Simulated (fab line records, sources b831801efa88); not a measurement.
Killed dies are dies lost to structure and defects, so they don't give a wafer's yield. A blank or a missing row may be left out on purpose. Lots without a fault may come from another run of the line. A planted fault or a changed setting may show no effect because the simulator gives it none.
One fault seen from 2 desks | flow sfq_line | each desk has only its own numbers; what lay behind them comes last

THE METROLOGY DESK
What the gauges read, lot by lot, whatever tool the lot ran on: means of the sampled wafers that have a number. A lot is out of limits, marked OUT, if its mean lies more than 4 standard deviations from the usual mean; the brackets give that distance.
Columns: A = M3_OVL at SFQ_M3_OVL_MEAS_921, usual 1 nm
lot  | first seen here | A
L261 | day 43 11:05    | -6
L267 | day 46 02:06    | -4
L268 | day 46 14:06    | -3
L270 | day 48 02:25    | 4
L276 | day 49 14:52    | 3
L280 | day 50 23:16    | 2
This desk's finding: nothing out of limits on any of the 6 lots.

THE TOOL OWNER'S DESK: pecvd-04
The tool's own readings at SFQ_TRILAYER_I3_DEP_PECVD_081 (deposits SiO2 from SiH4/N2O, time 111.11 s, target thk 500 nm): means of the sampled wafers that have a number, for each lot that ran on this tool. A lot is out of limits, marked OUT, if its mean lies more than 4 standard deviations from the usual mean; the brackets give that distance.
Columns: A = heater_power_w at SFQ_TRILAYER_I3_DEP_PECVD_081, usual 92 W; B = rf_fwd_power_W at SFQ_TRILAYER_I3_DEP_PECVD_081, usual 182.2 W; C = throttle_valve_pct at SFQ_TRILAYER_I3_DEP_PECVD_081, usual 24.9 %
lot  | first seen here | A  | B               | C
L267 | day 46 03:05    | 97 | 181.3           | 24.8
L268 | day 46 15:07    | 90 | 191.5 (+14) OUT | 24.9
L270 | day 48 03:24    | 81 | 192.8 (+16) OUT | 25.1
This desk's finding: out of limits on L268, L270; first on L268, day 46 15:07 (rf_fwd_power_W at SFQ_TRILAYER_I3_DEP_PECVD_081). In limits: L267.

PUT TOGETHER
The tool owner's desk could have raised an alarm at day 46 15:07, on L268, L270.
The metrology desk saw nothing out of limits.
The metrology desk has L268, L270 on record, within its limits.
Of the lots named, all ran SFQ_TRILAYER_I3_DEP_PECVD_081 on pecvd-04.

WHAT THE SIMULATOR HAD PUT IN
Process parameter drift: pecvd-04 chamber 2, from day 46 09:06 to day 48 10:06, at SFQ_TRILAYER_I3_DEP_PECVD_081. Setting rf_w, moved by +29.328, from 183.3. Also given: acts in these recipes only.
Lots struck among those shown: L268, L270.
Hours from the fault's start to each desk's first reading out of limits: the tool owner's desk, 6.
